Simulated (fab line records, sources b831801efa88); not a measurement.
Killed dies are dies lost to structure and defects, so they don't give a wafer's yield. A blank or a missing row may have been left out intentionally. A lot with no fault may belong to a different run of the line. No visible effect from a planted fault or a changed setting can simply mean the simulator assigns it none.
Commonality check across tools    flow gf180mcu    Lots sampled 11, wafers sampled 33

== WHY IT WAS OPENED ==
On 1 of the 11 lots, a flag is raised at GF_HV_LDD_CD_MEAS_46 on the reading cdNm. Fault-free wafers read 400.2 nm, with a standard deviation of 2.3.
Rule: flag the lot when none of its wafers has a number, or when each of its wafers that has one lies beyond 4 standard deviations from that mean. All remaining lots are regarded as sound.

lot   measured      on        cdNm (nm), wafer by wafer  flag
L368  day 12 12:55  cdSem-02  400.4 401.6 399.5          
L370  day 13 09:02  cdSem-02  398.2 400.4 398.2          
L371  day 14 03:58  cdSem-01  402.0 401.4 400.2          
L372  day 14 14:08  cdSem-02  398.9 398.6 396.7          
L375  day 15 13:01  cdSem-02  397.4 398.4 397.3          
L376  day 15 17:19  cdSem-01  402.8 404.9 400.7          
L381  day 17 04:26  cdSem-02  616.6 614.7 618.0          FLAGGED
L385  day 18 10:41  cdSem-01  403.5 401.8 403.7          
L387  day 19 04:47  cdSem-01  397.1 395.7 393.0          
L389  day 19 18:42  cdSem-02  400.3 398.7 399.9          
L390  day 20 14:58  cdSem-01  403.6 401.6 400.7          
The mean of the flagged lots' numbers is 616.4 nm, +216.2 nm from the usual (+94 standard deviations).

== LOT BY LOT: THE TOOL USED ==
Before the reading, the record contains 2 process steps out of a 602-step route. In each cell: the tool, then ch and the chambers that the sampled wafers went through, then the start.
lot   flag     GF_DUAL_GATE_STRIP_13                GF_HV_LDD_COAT_41
L368           plasmaAsher-04 ch 0,1, day 8 13:53   lithoTrack-01 ch 0, day 12 03:26
L370           plasmaAsher-02 ch 0,1, day 9 05:31   lithoTrack-03 ch 0, day 12 22:35
L371           plasmaAsher-01 ch 0,1, day 9 19:17   lithoTrack-03 ch 0, day 13 17:23
L372           plasmaAsher-01 ch 0,1, day 10 02:42  lithoTrack-03 ch 0, day 14 03:35
L375           plasmaAsher-02 ch 0,1, day 10 20:14  lithoTrack-04 ch 0, day 15 02:04
L376           plasmaAsher-01 ch 0,1, day 11 04:32  lithoTrack-04 ch 0, day 15 06:34
L381  FLAGGED  plasmaAsher-04 ch 0,1, day 12 11:21  lithoTrack-04 ch 0, day 16 17:01
L385           plasmaAsher-01 ch 0,1, day 13 15:58  lithoTrack-03 ch 0, day 17 22:41
L387           plasmaAsher-04 ch 0,1, day 14 05:48  lithoTrack-01 ch 0, day 18 16:08
L389           plasmaAsher-04 ch 0,1, day 14 16:43  lithoTrack-03 ch 0, day 19 06:39
L390           plasmaAsher-01 ch 0,1, day 15 12:28  lithoTrack-01 ch 0, day 20 02:05
What these steps do:
- GF_DUAL_GATE_STRIP_13: strips in O2/N2.
- GF_HV_LDD_COAT_41: resist thk 1000 nm.
- GF_HV_LDD_CD_MEAS_46: target cd 400 nm.

== FLAGGED OVER TOTAL, TOOL BY TOOL (the gauges that took the reading come last) ==
step                   tool            lots run  flagged  share of the flagged lots  sound lots run after its first flagged lot
GF_DUAL_GATE_STRIP_13  plasmaAsher-01  5         0        none                       -
GF_DUAL_GATE_STRIP_13  plasmaAsher-02  2         0        none                       -
GF_DUAL_GATE_STRIP_13  plasmaAsher-04  4         1        all                        2 (L387,L389)
GF_HV_LDD_COAT_41      lithoTrack-01   3         0        none                       -
GF_HV_LDD_COAT_41      lithoTrack-03   5         0        none                       -
GF_HV_LDD_COAT_41      lithoTrack-04   3         1        all                        0
GF_HV_LDD_CD_MEAS_46   cdSem-01        5         0        none                       -
GF_HV_LDD_CD_MEAS_46   cdSem-02        6         1        all                        1 (L389)

== THE TABLE: WHAT IT ALLOWS ==
3 rows of the table ran every flagged lot: plasmaAsher-04 at GF_DUAL_GATE_STRIP_13, lithoTrack-04 at GF_HV_LDD_COAT_41, cdSem-02 at GF_HV_LDD_CD_MEAS_46.
- plasmaAsher-04 at GF_DUAL_GATE_STRIP_13 ran 4 lots, 1 of them flagged. Sound lots ran on it after the first flagged one (L387, L389), which a lasting fault on the whole tool wouldn't allow.
- lithoTrack-04 at GF_HV_LDD_COAT_41 ran 3 lots, 1 of them flagged. Its last sound lot is L376 (day 15 06:34), its first flagged lot L381 (day 16 17:01): a fault that began between those two fits.
- cdSem-02 at GF_HV_LDD_CD_MEAS_46 ran 6 lots, 1 of them flagged. Sound lots ran on it after the first flagged one (L389), which a lasting fault on the whole tool wouldn't allow.
What remains is a single tool, lithoTrack-04 at GF_HV_LDD_COAT_41.

== WHAT HAD BEEN PUT IN BY THE SIMULATOR ==
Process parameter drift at GF_HV_LDD_COAT_41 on lithoTrack-04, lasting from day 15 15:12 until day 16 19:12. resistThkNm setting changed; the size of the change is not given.
Struck lots among those shown: L381. The same result came from the rule above.
